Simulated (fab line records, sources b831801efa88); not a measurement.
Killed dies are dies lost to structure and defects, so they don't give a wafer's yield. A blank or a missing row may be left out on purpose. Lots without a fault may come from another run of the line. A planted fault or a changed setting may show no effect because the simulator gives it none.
Chamber matching | flow sky130 | SKY_FIELD_ISO_ETCH_14 on rie_diel-04: 3 sister chambers
The step etches BARC in N2/H2, stops on SiO2, time 45.9 s, target depth 60 nm. 3 wafers are shown with their chamber, then 6 later ones without.

WAFERS WITH THEIR CHAMBER
wafer  | chamber | drypump_motor_current_A (A)
L735.3 | 2       | 5.74
L744.5 | 0       | 6.10
L745.1 | 3       | 5.36

WAFERS WITHOUT THEIR CHAMBER
wafer  | drypump_motor_current_A (A)
L745.2 | 6.09
L745.3 | 5.70
L746.4 | 5.35
L746.6 | 5.72
L747.3 | 6.09
L747.5 | 5.36

WHICH CHAMBER EACH WENT THROUGH
wafer  | from the rows above | in truth
L745.2 | 0                   | 0
L745.3 | 2                   | 2
L746.4 | 3                   | 3
L746.6 | 2                   | 2
L747.3 | 0                   | 0
L747.5 | 3                   | 3
Placed correctly: 6 of 6. Can't be placed from these rows: 0. Placed wrongly: 0.
How it was worked out, from the rows above alone: a wafer's distance from a chamber is the root of the sum, over the readings, of the square of ((its reading less the chamber's mean) divided by the reading's scatter). The wafer belongs to the nearest chamber; if the next one is less than 2 further off, it can't be placed. A chamber's mean is the mean of its shown wafers. The scatter: with one shown wafer a chamber, the root of the mean of the squares of how far each hidden wafer lies from its nearest shown one.
